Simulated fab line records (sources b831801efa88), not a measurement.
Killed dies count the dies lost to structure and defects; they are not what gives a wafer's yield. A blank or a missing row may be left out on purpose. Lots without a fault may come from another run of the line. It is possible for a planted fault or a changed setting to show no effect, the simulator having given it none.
Which tool did it?	flow gf180mcu	14 lots with 42 wafers sampled at 5 steps, on a route of 602 steps

== WHAT THE GAUGES SHOWED, per wafer ==
GF_HV_LDD_OVL_MEAS_08.
lot	measured	on	HV_LDD_OVL (nm)
L906	day 10 02:34	overlay-01	0.3 -1.0 -0.7
L908	day 11 09:11	overlay-02	1.1 -0.3 -0.7
L910	day 11 19:08	overlay-02	1.2 2.2 0.0
L911	day 12 00:41	overlay-02	1.1 -0.3 0.3
L913	day 12 15:01	overlay-01	0.4 -0.8 -0.6
L912	day 12 15:24	overlay-01	2.4 1.6 1.4
L914	day 12 19:50	overlay-01	0.6 1.4 0.8
L917	day 13 15:35	overlay-02	3.9 1.6 2.3
L919	day 14 12:14	overlay-02	0.1 -0.9 0.4
L920	day 14 22:38	overlay-02	0.1 0.7 0.2
L922	day 15 10:12	overlay-02	-0.2 1.0 0.2
L926	day 16 14:19	overlay-01	-1.7 -1.3 -1.0
L927	day 16 21:35	overlay-02	-0.3 0.7 0.4
L928	day 17 07:41	overlay-01	-1.0 -0.1 -0.8

GF_HV_LDD_CD_MEAS_46: target cd 400 nm.
lot	measured	on	cd_nm (nm)
L906	day 12 10:59	cd_sem-01	399.6 398.3 399.1
L908	day 13 19:34	cd_sem-01	394.6 397.7 397.6
L910	day 14 07:23	cd_sem-01	400.6 405.4 405.5
L911	day 14 13:30	cd_sem-02	401.9 403.1 403.0
L913	day 15 05:43	cd_sem-02	401.7 399.8 400.0
L912	day 15 07:05	cd_sem-02	401.9 401.5 400.0
L914	day 15 11:58	cd_sem-01	398.1 399.3 396.2
L917	day 16 09:05	cd_sem-01	399.0 400.4 398.3
L919	day 17 06:53	cd_sem-02	397.7 398.9 397.6
L920	day 17 15:18	cd_sem-01	398.3 400.0 399.1
L922	day 18 05:11	cd_sem-01	406.1 407.1 405.6
L926	day 19 13:58	cd_sem-01	401.7 397.9 399.2
L927	day 19 19:58	cd_sem-02	401.4 401.7 402.8
L928	day 20 08:04	cd_sem-02	403.3 403.5 401.9

GF_HV_LDD_OVL_MEAS_47.
lot	measured	on	HV_LDD_03_OVL (nm)
L906	day 12 11:05	overlay-02	-0.8 -0.5 -0.7
L908	day 13 19:40	overlay-01	-2.1 -3.5 -1.3
L910	day 14 07:31	overlay-01	1.8 -0.6 -0.4
L911	day 14 13:35	overlay-01	-1.8 0.8 -2.2
L913	day 15 05:48	overlay-02	-1.1 0.6 -1.2
L912	day 15 07:11	overlay-01	0.6 -0.7 1.2
L914	day 15 12:04	overlay-02	0.0 3.4 1.0
L917	day 16 09:12	overlay-02	0.1 2.6 0.5
L919	day 17 07:00	overlay-01	1.9 0.7 -0.9
L920	day 17 15:25	overlay-01	-0.9 -1.7 -0.5
L922	day 18 05:18	overlay-01	-0.2 1.2 0.4
L926	day 19 14:04	overlay-02	-1.9 -0.7 -1.7
L927	day 19 20:05	overlay-02	-3.4 0.2 -0.9
L928	day 20 08:10	overlay-01	1.4 2.3 2.1

GF_HV_LDD_RS_MEAS_53: a four-point-probe measurement.
lot	measured	on	HV_LDD_RS (ohm/sq)
L906	day 12 11:34	film_metro-02	418.2 417.0 417.6
L908	day 13 20:08	film_metro-02	418.9 417.8 417.8
L910	day 14 07:58	film_metro-03	417.3 417.6 417.2
L911	day 14 14:05	film_metro-03	418.0 418.4 417.7
L913	day 15 06:18	film_metro-03	417.3 417.3 417.4
L912	day 15 07:40	film_metro-03	419.7 417.8 418.3
L914	day 15 12:33	film_metro-03	417.8 418.5 417.7
L917	day 16 09:40	film_metro-04	411.6 411.8 411.4
L919	day 17 07:29	film_metro-03	412.9 412.6 412.7
L920	day 17 15:53	film_metro-03	412.0 412.2 411.9
L922	day 18 05:46	film_metro-03	418.5 418.6 418.6
L926	day 19 14:32	film_metro-03	417.4 417.9 417.2
L927	day 19 20:34	film_metro-04	417.9 418.8 419.7
L928	day 20 08:38	film_metro-03	417.7 417.8 417.1

== EACH LOT AND THE TOOL THAT RAN IT (in order: tool; ch and the chambers of the sampled wafers; start) ==
lot	GF_HV_LDD_IMPLANT_36
L906	implanter-01 ch 0, day 11 15:55
L908	implanter-04 ch 0, day 13 00:03
L910	implanter-01 ch 0, day 13 11:06
L911	implanter-03 ch 0, day 13 16:34
L913	implanter-03 ch 0, day 14 08:31
L912	implanter-04 ch 0, day 14 10:00
L914	implanter-01 ch 0, day 14 14:22
L917	implanter-04 ch 0, day 15 11:18
L919	implanter-04 ch 0, day 16 08:28
L920	implanter-04 ch 0, day 16 17:36
L922	implanter-03 ch 0, day 17 06:37
L926	implanter-03 ch 0, day 18 13:12
L927	implanter-04 ch 0, day 18 19:44
L928	implanter-03 ch 0, day 19 07:17
- GF_HV_LDD_IMPLANT_36

== WHAT THE TOOLS THEMSELVES READ (means of the sampled wafers that have a number; where no wafer has one, the mark that the record gives instead) ==
GF_HV_LDD_IMPLANT_36.
lot	tool	beam_on_s (s)	faraday_current_uA
L906	implanter-01	9.99	42.3
L908	implanter-04	9.89	42.8
L910	implanter-01	10.08	42.0
L911	implanter-03	9.90	42.5
L913	implanter-03	9.88	42.8
L912	implanter-04	9.78	43.1
L914	implanter-01	9.99	42.3
L917	implanter-04	13.17	32.1
L919	implanter-04	13.13	32.3
L920	implanter-04	12.99	32.6
L922	implanter-03	10.09	41.9
L926	implanter-03	10.10	41.9
L927	implanter-04	9.86	42.8
L928	implanter-03	10.09	41.8

== THE ANSWER, worked out from the rows above alone ==
Rule: what is usual is taken from the lots themselves. The widest of any qualifying gaps counts: lots, ordered by their means at a reading, are off when they make up no more than a third of the lots, leave a main group of 4 or more, and stand apart from it by 3 or more times the standard deviation of that group's means. A main group is skipped when, at the precision printed for the reading in the tables above, its means are all equal. A lot without any number at a reading at which 4 lots or more have one is off too. The other lots that the step has rows for count as sound. The gauges are gone through in route order, then the tools' own readings, and for those a lot's mean is taken as printed above. At the first step where some lot is off, the reading lying furthest off is the one used; lots without a number count as furthest.
Off: at GF_HV_LDD_RS_MEAS_53 (HV_LDD_RS), L917, L919, L920. Main group: mean 418.0 ohm/sq, sd 0.5.
If a tool, at a process step before that reading, ran all the lots that are off and no sound lot after the first of them, it fits. The gauges at GF_HV_LDD_RS_MEAS_53 aren't tried: what is off there is off at GF_HV_LDD_IMPLANT_36 too, on other tools, and a gauge's error can't cause that. No candidate that was tried fits.

== WHAT THE SIMULATOR HAD PUT IN ==
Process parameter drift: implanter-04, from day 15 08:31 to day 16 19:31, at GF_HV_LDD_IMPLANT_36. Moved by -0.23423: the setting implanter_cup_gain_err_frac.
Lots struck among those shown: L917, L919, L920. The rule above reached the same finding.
